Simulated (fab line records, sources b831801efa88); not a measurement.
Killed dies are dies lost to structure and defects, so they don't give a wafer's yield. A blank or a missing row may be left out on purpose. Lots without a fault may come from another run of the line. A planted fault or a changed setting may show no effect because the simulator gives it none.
fab line records | flow sky130 | part 2 of 2: steps 29 to 41 of 41
record lots=5 wafers=15 last_day=50
route steps=708 shown CAPM@545 METAL3@555 VIA3@573
lots that met no fault: from a run of the same line without faults
start_h: hours from the record's first day to the start of the lot's first wafer shown | wait_h: hours since the lot's step before | " the same as in the row above | L1.1+2: a row that stands for several wafers | - no value, or no start given | * or withheld: withheld | < > ~ a bound
route shown NAME@n: a module of which the file shows steps, and the number in the route of the first | usual: mean/standard deviation of fault-free wafers | same: alike in all rows | chamber/n: place in a boat | sites: the reading at each site | _std_site: their standard deviation | _edge_site: outer sites' mean less inner sites' | radius_mm: how far each site lies from the wafer's centre | mask NAME#n: copy n | behind: the tool/chamber that last shaped the wafer | hold: why the lot was held/for how many hours/how that ended | device: the transistor (n, p or np) that didn't switch | end of line: the same wafers' tests at the end of the route | a step without rows: its recipe alone | killed: dies lost to structure and defects at the first sort, not the wafer's yield | map: a wafer's dies, x killed, . not, _ none there
set.NAME: the setting as run; set.NAME@STEP: as run at that earlier step | model.NAME: the simulator's own value behind a step, which no gauge read
lots at some steps of the route; a table a step, a row a wafer
services: from which hour (start_h, from the record's first day; less than 0 if before it) a tool's chamber was out of use, for how many hours, and why
## steps
# step SKY_VIA3_HDPCVD_00
# recipe material=SiO2 target_thk_nm=1635 sigma_open_frac=0.3 time_s=272.5 temp_c=400 sih4_flow_sccm=60 pressure_mtorr=6
# same time_s=272.5
# columns lot.wafer tool chamber start_h wait_h
L087.1+3+4 hdpcvd-01 1,2,0 1020.98 0.0
L090.1+4+6 hdpcvd-02 2,0,2 1029.07 0.0
L092.1+3+4 hdpcvd-02 1,0,1 1041.67 0.0
L093.3+5+6 hdpcvd-01 0,1,2 1047.77 0.0
L094.1+4+5 hdpcvd-01 2,1,0 1051.05 0.0
# step SKY_VIA3_THK_MEAS_01
# recipe reads=SiO2_of_VIA3_HDPCVD_00
# usual VIA3_HDPCVD_THK=1623/16
# columns lot.wafer tool chamber start_h wait_h VIA3_HDPCVD_THK[nm]
L087.1 film_metro-03 - 1021.15 0.1 1633
L087.3 " - " " 1604
L087.4 " - " " 1592
L090.1 film_metro-02 - 1029.24 0.1 1614
L090.4 " - " " 1646
L090.6 " - " " 1628
L092.1 film_metro-03 - 1041.84 0.1 1636
L092.3 " - " " 1644
L092.4 " - " " 1646
L093.3 film_metro-03 - 1048.00 0.1 1623
L093.5 " - " " 1621
L093.6 " - " " 1614
L094.1 film_metro-03 - 1051.22 0.1 1626
L094.4 " - " " 1632
L094.5 " - " " 1641
# step SKY_VIA3_CMP_02
# recipe material=SiO2 down_force_psi=4 platen_rpm=60 pad_velocity_m_s=0.94248
# usual edge_zone_pressure_frac=1.001/0.0054 motor_current_A=11.6/0.66 retaining_ring_pressure_frac=1.000/0.0053
# columns lot.wafer tool chamber start_h wait_h edge_zone_pressure_frac motor_current_A retaining_ring_pressure_frac
L087.4 cmp-01 1 1021.64 0.4 0.997 11.6 1.003
L087.3 " 2 " " 0.994 11.7 0.998
L087.1 " 0 " " 0.996 10.8 0.990
L090.4 cmp-01 0 1029.30 0.0 1.005 11.0 0.997
L090.1 " 3 " " 1.005 12.4 0.996
L090.6 " 0 " " 1.004 10.9 1.003
L092.4 cmp-01 3 1041.96 0.1 1.007 12.4 0.995
L092.1 " 1 " " 1.005 11.2 1.005
L092.3 " 2 " " 1.010 11.9 1.003
L093.3 cmp-02 1 1048.09 0.1 0.994 12.0 0.995
L093.5 " 0 " " 1.000 11.5 0.993
L093.6 " 1 " " 0.992 11.4 0.999
L094.4 cmp-01 0 1051.38 0.1 0.996 10.4 1.002
L094.1 " 1 " " 0.986 11.5 1.000
L094.5 " 2 " " 1.002 11.4 1.004
# step SKY_VIA3_BOW_MEAS_03
# recipe mode=bow
# usual VIA3_BOW=80/7.7
# columns lot.wafer tool chamber start_h wait_h VIA3_BOW[um]
L087.1 film_metro-02 - 1021.94 0.1 84
L087.3 " - " " 73
L087.4 " - " " 82
L090.1 film_metro-04 - 1029.60 0.1 87
L090.4 " - " " 86
L090.6 " - " " 87
L092.1 film_metro-04 - 1042.26 0.1 82
L092.3 " - " " 78
L092.4 " - " " 93
L093.3 film_metro-03 - 1048.38 0.2 83
L093.5 " - " " 79
L093.6 " - " " 80
L094.1 film_metro-04 - 1051.58 0.1 76
L094.4 " - " " 65
L094.5 " - " " 85
# step SKY_VIA3_DEHYDRATE_04
# recipe temp_c=200 time_s=60
# same time_s=60
# columns lot.wafer tool chamber start_h wait_h
L087.1+3+4 litho_track-03 0 1032.54 10.6
L090.1+4+6 litho_track-04 0 1041.94 12.3
L092.1+3+4 litho_track-02 0 1052.17 9.9
L093.3+5+6 litho_track-02 0 1059.42 11.0
L094.1+4+5 litho_track-04 0 1062.94 11.3
# step SKY_VIA3_HMDS_05
# recipe prime_time_s=60 prime_temp_c=120
# columns lot.wafer tool chamber start_h wait_h
L087.1+3+4 litho_track-03 0 1032.69 0.1
L090.1+4+6 litho_track-04 0 1042.09 0.1
L092.1+3+4 litho_track-02 0 1052.32 0.1
L093.3+5+6 litho_track-02 0 1059.57 0.1
L094.1+4+5 litho_track-04 0 1063.09 0.1
# step SKY_VIA3_COAT_06
# recipe resist=BARC temp_c=withheld time_s=withheld spin_rpm=3000 resist_thk_nm=60
# columns lot.wafer tool chamber start_h wait_h
L087.1+3+4 litho_track-03 0 1032.84 0.1
L090.1+4+6 litho_track-04 0 1042.24 0.1
L092.1+3+4 litho_track-02 0 1052.47 0.1
L093.3+5+6 litho_track-02 0 1059.72 0.1
L094.1+4+5 litho_track-04 0 1063.24 0.1
# step SKY_VIA3_COAT_07
# recipe resist=KrF-thick spin_rpm=3000 resist_thk_nm=450
# columns lot.wafer tool chamber start_h wait_h
L087.1+3+4 litho_track-03 0 - -
L090.1+4+6 litho_track-04 0 - -
L092.1+3+4 litho_track-02 0 - -
L093.3+5+6 litho_track-02 0 - -
L094.1+4+5 litho_track-04 0 - -
# step SKY_VIA3_SOFTBAKE_08
# recipe temp_c=100 time_s=90 resist=KrF-thick
# same time_s=90
# columns lot.wafer tool chamber start_h wait_h
L087.1+3+4 litho_track-03 0 - -
L090.1+4+6 litho_track-04 0 - -
L092.1+3+4 litho_track-02 0 - -
L093.3+5+6 litho_track-02 0 - -
L094.1+4+5 litho_track-04 0 - -
# step SKY_VIA3_EXPOSE_09
# recipe mask_id=VIM3 na=0.8 source_shape=annular sigma_inner=0.55 sigma_outer=0.85 target_cd_nm=200 dose_mj=38
# usual exposure_dose_mJ_cm2=37.95/0.034
# columns lot.wafer tool chamber start_h wait_h mask exposure_dose_mJ_cm2
L087.1 krf_scanner-01 0 - - VIM3#0 37.97
L087.3 " 0 " " VIM3#0 38.00
L087.4 " 0 " " VIM3#0 37.90
L090.1 krf_scanner-02 0 - - VIM3#0 37.94
L090.4 " 0 " " VIM3#0 37.97
L090.6 " 0 " " VIM3#0 37.96
L092.1 krf_scanner-01 0 - - VIM3#0 37.95
L092.3 " 0 " " VIM3#0 37.99
L092.4 " 0 " " VIM3#0 37.96
L093.3 krf_scanner-02 0 - - VIM3#0 37.97
L093.5 " 0 " " VIM3#0 37.95
L093.6 " 0 " " VIM3#0 37.88
L094.1 krf_scanner-02 0 - - VIM3#0 37.89
L094.4 " 0 " " VIM3#0 37.95
L094.5 " 0 " " VIM3#0 37.95
# step SKY_VIA3_PEB_10
# recipe peb_temp_c=withheld peb_time_s=withheld resist=KrF-thick
# columns lot.wafer tool chamber start_h wait_h
L087.1+3+4 litho_track-02 0 - -
L090.1+4+6 litho_track-02 0 - -
L092.1+3+4 litho_track-03 0 - -
L093.3+5+6 litho_track-02 0 - -
L094.1+4+5 litho_track-02 0 - -
# step SKY_VIA3_DEVELOP_11
# recipe develop_time_s=60 resist=KrF-thick dev_temp_c=21
# columns lot.wafer tool chamber start_h wait_h
L087.1+3+4 litho_track-02 0 - -
L090.1+4+6 litho_track-02 0 - -
L092.1+3+4 litho_track-03 0 - -
L093.3+5+6 litho_track-02 0 - -
L094.1+4+5 litho_track-02 0 - -
# step SKY_VIA3_CD_MEAS_12
# recipe target_cd_nm=200
# usual cd_nm=199.7/1.3
# columns lot.wafer tool chamber start_h wait_h cd_nm
L087.1 cd_sem-01 - 1045.27 - 201.0
L087.3 " - " " 199.5
L087.4 " - " " 199.6
L090.1 cd_sem-01 - 1053.67 - 199.8
L090.4 " - " " 202.0
L090.6 " - " " 201.3
L092.1 cd_sem-01 - 1065.59 - 197.6
L092.3 " - " " 198.3
L092.4 " - " " 198.9
L093.3 cd_sem-01 - 1071.31 - 200.3
L093.5 " - " " 202.2
L093.6 " - " " 201.9
L094.1 cd_sem-02 - 1073.72 - 200.4
L094.4 " - " " 200.7
L094.5 " - " " 201.8
## services
# columns tool chamber start_h hours kind
krf_scanner-01 - 964.34 1.3 pm
rie_metal-03 1 964.36 25.9 repair
iline_stepper-02 - 966.71 4.4 pm
krf_scanner-01 - 967.39 1.0 pm
krf_scanner-02 - 968.45 1.0 pm
wet_bench-03 - 970.09 1.0 repair
cmp-02 - 972.12 3.2 repair
rie_diel-01 2 977.09 2.0 repair
wet_bench-01 - 984.55 1.9 pm
plasma_asher-01 - 986.99 2.8 pm
krf_scanner-02 - 991.05 1.3 pm
krf_scanner-02 - 1000.48 0.3 repair
krf_scanner-02 - 1004.76 0.8 pm
cmp-01 - 1018.59 3.0 repair
rie_metal-04 - 1028.64 1.4 pm
iline_stepper-01 - 1035.14 14.3 repair
hdpcvd-02 - 1044.68 14.6 pm
wet_bench-04 - 1045.59 1.7 repair
cmp-01 - 1055.81 0.5 repair
plasma_asher-02 - 1066.41 0.5 repair
wet_bench-03 - 1070.24 2.1 repair
krf_scanner-02 - 1072.20 4.0 pm
hdpcvd-01 - 1072.33 1.9 repair
rie_metal-01 - 1072.59 0.6 repair
